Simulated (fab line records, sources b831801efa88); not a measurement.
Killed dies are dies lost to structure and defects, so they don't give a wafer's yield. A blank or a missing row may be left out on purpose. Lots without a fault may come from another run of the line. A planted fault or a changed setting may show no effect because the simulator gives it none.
A struck lot beside a sound one | flow sky130 | 16 steps out of a route of 708
Sound: wafers L699.2, L699.5, L699.6. Struck: wafers L710.2, L710.3, L710.6. The cause comes at the end.
At each step with rows: each side's tool, then ch and its chambers, then its first start. Under that, the readings that differ: sound wafers | struck wafers | difference of the means | sigmas: that difference in standard deviations of wafers without a fault.
alike: readings whose means differ by less than 2 such deviations, and words and numbers that are the same on both sides. not compared: withheld readings, readings that some wafer has no value for, bounds like >300 that may hide the same value, and numbers for which the record gives no deviation and whose values overlap.
The two part at a step that has a row with sigmas, a row that says differs or no value, or rows on one side only. Numbers that don't overlap but have no deviation are shown without sigmas and don't part them. A reading that every wafer of one side lacks parts them only if that side has two wafers or more.

first, 1 step without rows for these wafers: SKY_METAL5_CLEAN_19 (cleans in O3/DIW).
SKY_PASSIVATION_CVD_00: deposits SiO2, target thk 90 nm.
  sound on pecvd-02 ch 0,2, day 46 01:44; struck on pecvd-02 ch 1,2, day 48 13:52
  alike: heater_power_w
SKY_PASSIVATION_THK_MEAS_01:
  sound on film_metro-03, day 46 01:46; struck on film_metro-04, day 48 13:54
  alike: PASSIVATION_CVD_00_THK
SKY_PASSIVATION_CVD_02: deposits Si3N4, target thk 540 nm.
  sound on pecvd-04 ch 0,2, day 46 01:49; struck on pecvd-01 ch 0,1,2, day 48 13:57
  alike: heater_power_w
SKY_PASSIVATION_THK_MEAS_03:
  sound on film_metro-03, day 46 02:05; struck on film_metro-03, day 48 14:11
  alike: PASSIVATION_CVD_02_THK
then, 7 steps without rows for these wafers: SKY_PASSIVATION_DEHYDRATE_04 (time 60 s); SKY_PASSIVATION_HMDS_05 (prime time 60 s); SKY_PASSIVATION_COAT_06 (resist thk 3000 nm); SKY_PASSIVATION_SOFTBAKE_07; SKY_PASSIVATION_EXPOSE_08 (exposes mask NSM, target cd 3000 nm); SKY_PASSIVATION_PEB_09; SKY_PASSIVATION_DEVELOP_10 (develop time 60 s).
SKY_PASSIVATION_ETCH_11: etches the open film in CF4/O2, stops on AlCu, target depth 725 nm, time 161.1 s.
  sound on rie_diel-02 ch 0,1,2, day 46 21:52; struck on rie_diel-03 ch 0,1, day 49 08:23
  reading                                       | sound             | struck            | difference | sigmas
  rf_fwd_power_W (W)                            | 800.6 797.7 797.9 | 922.8 924.6 923.2 | +124.8     | +46
  model.coat_of_PASSIVATION_COAT_06.thk_nm (nm) | 2504 2515 2503    | 2443 2425 2433    | -74        |
  alike: chamber_pressure_mTorr, drypump_motor_current_A, oes_product_au, throttle_valve_pct
  not compared: rf_hours_counter_h
SKY_PASSIVATION_STRIP_12: strips in O2/N2.
  sound on plasma_asher-03 ch 0,1, day 46 21:59; struck on plasma_asher-03 ch 0,1, day 49 08:29
  reading                      | sound             | struck            | difference | sigmas
  strip_time_to_endpoint_s (s) | 31.37 31.51 31.36 | 30.69 30.47 30.56 | -0.84      | -7
  alike: chamber_pressure_mTorr, drypump_motor_current_A, oes_product_au
  not compared: rf_hours_counter_h
then, 2 steps without rows for these wafers: SKY_PAD_OPEN_DEHYDRATE_00 (time 60 s); SKY_PAD_OPEN_PROBE_99.

WHERE THEY PART
First at SKY_PASSIVATION_ETCH_11; last, within this record, at SKY_PASSIVATION_STRIP_12.

WHY: what the simulator had put in
Process parameter drift: rie_diel-03, from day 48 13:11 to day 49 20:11, at SKY_PASSIVATION_ETCH_11. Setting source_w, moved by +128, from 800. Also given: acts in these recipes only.
